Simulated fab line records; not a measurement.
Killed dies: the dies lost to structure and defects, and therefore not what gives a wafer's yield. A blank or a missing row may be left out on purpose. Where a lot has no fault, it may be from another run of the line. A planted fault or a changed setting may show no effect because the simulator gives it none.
Comparing a struck lot with a sound one	flow gf180mcu	16 steps out of a route of 602
Sound: wafers L703.1, L703.3, L703.6. Wafers struck: L707.1, L707.3, L707.6. The cause comes at the end.
Order at every step that has rows: each side's tool, ch and its chambers, its first start. Under that, the readings that differ: sound wafers	struck wafers	difference of the means	sigmas: that difference in standard deviations of wafers without a fault.
alike: readings whose means differ by less than 2 such deviations, and words and numbers that are the same on both sides. not compared: withheld readings, readings that some wafer has no value for, bounds like >300 that may hide the same value, and numbers for which the record gives no deviation and whose values overlap.
Wherever a step has rows on one side only, a row that says differs or no value, or a row with sigmas, the two part there. When numbers do not overlap yet have no deviation, they are printed without sigmas and do not part them. A reading missing from all wafers of one side parts the sides only when that side holds two or more wafers.

first, 2 steps without rows for these wafers: GF_MVPSD_IMPLANT_08; GF_MVPSD_IMPLANT_09.
GF_MVPSD_STRIP_10: strips in O2/N2.
  sound on plasma-asher-03 ch 0,1, day 5 23:46; struck on plasma-asher-02 ch 1, day 7 00:19
  alike: drypump-motor-current-A, heater-power-w, oes-product-au, strip-time-to-endpoint-s
  not compared: rf-hours-counter-h
GF_MVPSD_TW_MEAS_11:
  sound: film-metro-04 at day 5 23:52; struck: film-metro-04 at day 7 00:25
  alike: MVPSD_TW
then, 7 steps without rows for these wafers: GF_VT_IMPLANT_DEHYDRATE_00 (time 60 s); GF_VT_IMPLANT_HMDS_01 (prime time 60 s); GF_VT_IMPLANT_COAT_02 (resist thk 1000 nm); GF_VT_IMPLANT_SOFTBAKE_03 (time 60 s); GF_VT_IMPLANT_EXPOSE_04 (exposes mask LVPWELL LV AREA, target cd 600 nm); GF_VT_IMPLANT_PEB_05; GF_VT_IMPLANT_DEVELOP_06 (develop time 60 s).
GF_VT_IMPLANT_OVL_MEAS_07:
  sound: overlay-02 at day 6 14:32; struck: overlay-02 at day 7 16:32
  alike: VT_IMPLANT_OVL
GF_VT_IMPLANT_IMPLANT_08:
  sound on implanter-02 ch 0, day 6 14:34; struck on implanter-02 ch 0, day 7 16:34
reading	sound	struck	difference	sigmas
implant-ion-amu	49 49 49	75 75 75	+26	
model.implant.drp-nm (nm)	9.752 9.752 9.752	7.212 7.212 7.212	-2.540	
model.implant.rp-nm (nm)	17.52 17.52 17.52	15.72 15.72 15.72	-1.80	
  alike: end-station-pressure-torr
GF_VT_IMPLANT_STRIP_09: strips in O2/N2.
  sound on plasma-asher-03 ch 0,1, day 6 14:43; struck on plasma-asher-02 ch 0,1, day 7 16:43
  alike: drypump-motor-current-A, heater-power-w, oes-product-au, strip-time-to-endpoint-s
  not compared: rf-hours-counter-h
GF_VT_IMPLANT_TW_MEAS_10:
  sound: film-metro-02 at day 6 14:49; struck: film-metro-01 at day 7 17:07
reading	sound	struck	difference	sigmas
VT_IMPLANT_TW	555 555 554	926 923 922	+369	+55
  not compared: hold
GF_PASSIVATION_PROBE_99:
  rows exist in the record for the sound wafers here (prober-02, day 30 15:06), none for the struck ones

WHERE THEY PART
At GF_VT_IMPLANT_TW_MEAS_10 first; at GF_PASSIVATION_PROBE_99 last (within this record only).

WHY: what the simulator had put in
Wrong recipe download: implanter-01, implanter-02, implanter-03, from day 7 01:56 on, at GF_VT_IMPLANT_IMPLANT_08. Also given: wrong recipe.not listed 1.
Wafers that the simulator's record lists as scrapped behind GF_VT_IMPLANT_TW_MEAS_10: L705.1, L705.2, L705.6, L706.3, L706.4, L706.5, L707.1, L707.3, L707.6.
